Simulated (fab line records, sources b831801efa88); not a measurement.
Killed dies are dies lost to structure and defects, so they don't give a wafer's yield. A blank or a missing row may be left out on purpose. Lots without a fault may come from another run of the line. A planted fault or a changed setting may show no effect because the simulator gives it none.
A struck lot beside a sound one | flow sky130 | 44 steps out of a route of 708
Sound: wafers L599.1, L599.2, L599.4. Struck: wafers L613.1, L613.2, L613.6. The cause comes at the end.
At each step with rows: each side's tool, then ch and its chambers, then its first start. Under that, the readings that differ: sound wafers | struck wafers | difference of the means | sigmas: that difference in standard deviations of wafers without a fault.
alike: readings whose means differ by less than 2 such deviations, and words and numbers that are the same on both sides. not compared: withheld readings, readings that some wafer has no value for, bounds like >300 that may hide the same value, and numbers for which the record gives no deviation and whose values overlap.
The two part at a step that has a row with sigmas, a row that says differs or no value, or rows on one side only. Numbers that don't overlap but have no deviation are shown without sigmas and don't part them. A reading that every wafer of one side lacks parts them only if that side has two wafers or more.

first, 4 steps without rows for these wafers: SKY_LDD_LDN_SOFTBAKE_03 (time 60 s); SKY_LDD_LDN_EXPOSE_04 (exposes mask LDNTM, target cd 700 nm); SKY_LDD_LDN_PEB_05; SKY_LDD_LDN_DEVELOP_06 (develop time 60 s).
SKY_LDD_LDN_OVL_MEAS_07:
  sound on overlay-02, day 25 14:59; struck on overlay-02, day 30 08:17
  alike: LDD_LDN_OVL
then, 4 steps without rows for these wafers: SKY_LDD_LDN_IMPLANT_08; SKY_LDD_LDN_IMPLANT_09; SKY_LDD_LDN_IMPLANT_10; SKY_LDD_LDN_IMPLANT_11.
SKY_LDD_LDN_STRIP_12: strips in O2/N2.
  sound on plasma_asher-01 ch 0,1, day 25 15:37; struck on plasma_asher-03 ch 0,1, day 30 08:55
  reading               | sound             | struck            | difference | sigmas
  oes_product_au (a.u.) | 0.713 0.716 0.705 | 0.719 0.725 0.720 | +0.010     | +2
  alike: drypump_motor_current_A, strip_time_to_endpoint_s
  not compared: rf_hours_counter_h
SKY_LDD_LDN_TW_MEAS_13:
  sound on film_metro-02, day 25 15:43; struck on film_metro-03, day 30 09:01
  alike: LDD_LDN_TW
then, 1 step without rows for these wafers: SKY_LDD_LDN_CLEAN_14 (cleans in SC1/SC2, time 150 s).
SKY_SPACER_CVD_00: deposits Si3N4 from DCS/NH3, target thk 43.1 nm, time 740 s.
  sound on lpcvd-02 ch 1, day 25 16:11; struck on lpcvd-02 ch 1, day 30 09:08
  reading                                  | sound             | struck            | difference | sigmas
  spike_tc_centre_C (C)                    | 769.0 771.3 771.0 | 779.5 782.4 781.3 | +10.6      | +10
  spike_tc_lower_C (C)                     | 771.2 771.8 772.1 | 781.4 781.0 780.4 | +9.2       | +9
  spike_tc_top_C (C)                       | 790.9 791.4 788.9 | 799.2 799.4 798.7 | +8.7       | +4
  spike_tc_upper_C (C)                     | 768.4 770.7 770.3 | 780.0 779.3 778.0 | +9.3       | +8
  susceptor_temp_C (C)                     | 769.8 769.6 769.9 | 780.1 779.7 780.6 | +10.4      | +30
  model.Si3N4_of_SPACER_CVD_00.thk_nm (nm) | 43.33 43.63 43.04 | 53.17 53.03 52.9  | +9.70      |
  alike: zone_power_upper_pct
SKY_SPACER_THK_MEAS_01:
  sound on film_metro-02, day 25 17:23; struck on film_metro-02, day 30 10:20
  reading                | sound          | struck         | difference | sigmas
  SPACER_CVD_00_THK (nm) | 43.4 43.6 43.1 | 53.2 53.0 52.8 | +9.6       | +19
SKY_SPACER_ETCHBACK_02: etches Si3N4 in CH3F/O2, stops on SiO2, time 46.7 s, target depth 45 nm.
  sound on rie_diel-02 ch 1,2,3, day 25 17:27; struck on rie_diel-01 ch 1,2,3, day 30 10:24
  reading                  | sound             | struck            | difference | sigmas
  oes_product_au (a.u.)    | 0.861 0.858 0.851 | 0.968 0.963 0.960 | +0.107     | +14
  model.etch.depth_nm (nm) | 43.33 43.63 43.04 | 53.17 53.03 52.9  | +9.70      |
  alike: drypump_motor_current_A, rf_fwd_power_W, throttle_valve_pct
  not compared: rf_hours_counter_h
then, 8 steps without rows for these wafers: SKY_POLY_CUT_DEHYDRATE_00 (time 60 s); SKY_POLY_CUT_HMDS_01 (prime time 60 s); SKY_POLY_CUT_COAT_02 (resist thk 60 nm); SKY_POLY_CUT_COAT_03 (resist thk 450 nm); SKY_POLY_CUT_SOFTBAKE_04 (time 90 s); SKY_POLY_CUT_EXPOSE_05 (exposes mask NPCM, target cd 270 nm); SKY_POLY_CUT_PEB_06; SKY_POLY_CUT_DEVELOP_07 (develop time 60 s).
SKY_POLY_CUT_CD_MEAS_08: target cd 270 nm.
  sound on cd_sem-01, day 26 22:46; struck on cd_sem-01, day 31 14:07
  alike: cd_nm
SKY_POLY_CUT_OVL_MEAS_09:
  sound on overlay-01, day 26 22:53; struck on overlay-02, day 31 14:14
  alike: POLY_CUT_OVL
SKY_POLY_CUT_ETCH_10: etches BARC in N2/H2, stops on SiO2, time 45.9 s, target depth 60 nm.
  sound on rie_diel-01 ch 1,2,3, day 26 22:55; struck on rie_diel-03 ch 1,2,3, day 31 14:16
  alike: drypump_motor_current_A, oes_product_au, rf_fwd_power_W, throttle_valve_pct
  not compared: rf_hours_counter_h
SKY_POLY_CUT_ETCH_11: etches Si3N4 in CF4/CH2F2/Ar, stops on poly-Si, time 42.5 s, target depth 60 nm.
  sound on rie_diel-01 ch 1,2,3, day 26 22:58; struck on rie_diel-03 ch 1,2,3, day 31 14:19
  alike: drypump_motor_current_A, oes_product_au, rf_fwd_power_W, throttle_valve_pct
  not compared: rf_hours_counter_h
SKY_POLY_CUT_STRIP_12: strips in O2/N2.
  sound on plasma_asher-04 ch 0,1, day 26 23:00; struck on plasma_asher-03 ch 0,1, day 31 14:22
  alike: drypump_motor_current_A, oes_product_au, strip_time_to_endpoint_s
  not compared: rf_hours_counter_h
then, 7 steps without rows for these wafers: SKY_SD_P_DEHYDRATE_00 (time 60 s); SKY_SD_P_HMDS_01 (prime time 60 s); SKY_SD_P_COAT_02 (resist thk 1140 nm); SKY_SD_P_SOFTBAKE_03 (time 60 s); SKY_SD_P_EXPOSE_04 (exposes mask PSDM, target cd 380 nm); SKY_SD_P_PEB_05; SKY_SD_P_DEVELOP_06 (develop time 58.29 s).
SKY_SD_P_CD_MEAS_07: target cd 380 nm.
  sound on cd_sem-01, day 28 03:27; struck on cd_sem-02, day 32 17:56
  alike: cd_nm
SKY_SD_P_OVL_MEAS_08:
  sound on overlay-01, day 28 03:34; struck on overlay-02, day 32 18:04
  alike: SD_P_OVL
then, 1 step without rows for these wafers: SKY_SD_P_IMPLANT_09.
SKY_SD_P_STRIP_10: strips in O2/N2.
  sound on plasma_asher-01 ch 0,1, day 28 03:46; struck on plasma_asher-04 ch 0,1, day 32 18:14
  alike: drypump_motor_current_A, oes_product_au, strip_time_to_endpoint_s
  not compared: rf_hours_counter_h
SKY_SD_P_TW_MEAS_11:
  sound on film_metro-03, day 28 03:52; struck on film_metro-03, day 32 18:20
  alike: SD_P_TW
then, 2 steps without rows for these wafers: SKY_RES_XHIGH_DEHYDRATE_00 (time 60 s); SKY_RES_XHIGH_HMDS_01 (prime time 60 s).
-- the record jumps here: 2 days lie between the struck wafers' starts before and after (it left off in module RES_XHIGH and takes up again in module SALICIDE, whose first step shown is number 361 of the route) --
SKY_SALICIDE_CLEAN_00: cleans in HF-last, time 30 s.
  sound on wet_bench-01 ch 3, day 30 13:35; struck on wet_bench-03 ch 2, day 34 23:41
  reading                                  | sound             | struck            | difference | sigmas
  model.Si3N4_of_SPACER_CVD_00.thk_nm (nm) | 42.34 42.64 42.05 | 52.19 52.05 51.91 | +9.71      |
-- the record jumps here: 16 days lie between the struck wafers' starts before and after (it left off in module SALICIDE and takes up again in module PAD_OPEN, whose first step shown is number 708 of the route) --
SKY_PAD_OPEN_PROBE_99:
  sound on prober-02, day 47 19:57; struck on prober-01, day 50 16:41
  reading                                 | sound             | struck            | difference | sigmas
  model.etest.pfet_01v8.r_on_ohm_um       | 2826 2946 2824    | 3195 3215 3217    | +344       |
  model.etest.nfet_g5v0d10v5.r_on_ohm_um  | 1924 1910 1911    | 2021 2005 1983    | +88        |
  model.etest.sonos_uncharged.r_on_ohm_um | 809.2 820.9 811.5 | 868 869.7 868.5   | +55        |
  model.etest.pfet_01v8.drive_ua_um       | 196.2 188.6 197.7 | 170.1 172.1 172.8 | -22.5      |
  model.etest.pfet_01v8_hvt.drive_ua_um   | 147.2 140.5 148   | 127.9 127.2 127.5 | -17.7      |
  model.etest.sram_pfet_latch.drive_ua_um | 149.8 142.6 145.2 | 123.3 128 123.8   | -20.8      |
  model.etest.pfet_01v8_mvt.drive_ua_um   | 152.5 147.8 153   | 139.8 140.7 142.2 | -10.2      |
  model.etest.pfet_01v8_lvt.drive_ua_um   | 174.2 171.9 175.6 | 167.5 166 168.9   | -6.4       |

WHERE THEY PART
First at SKY_LDD_LDN_STRIP_12; last, within this record, at SKY_SPACER_ETCHBACK_02. Later steps at which nothing parts them and some readings are alike: SKY_POLY_CUT_CD_MEAS_08, SKY_POLY_CUT_OVL_MEAS_09, SKY_POLY_CUT_ETCH_10, SKY_POLY_CUT_ETCH_11, SKY_POLY_CUT_STRIP_12, SKY_SD_P_CD_MEAS_07, SKY_SD_P_OVL_MEAS_08, SKY_SD_P_STRIP_10, SKY_SD_P_TW_MEAS_11.

WHY: what the simulator had put in
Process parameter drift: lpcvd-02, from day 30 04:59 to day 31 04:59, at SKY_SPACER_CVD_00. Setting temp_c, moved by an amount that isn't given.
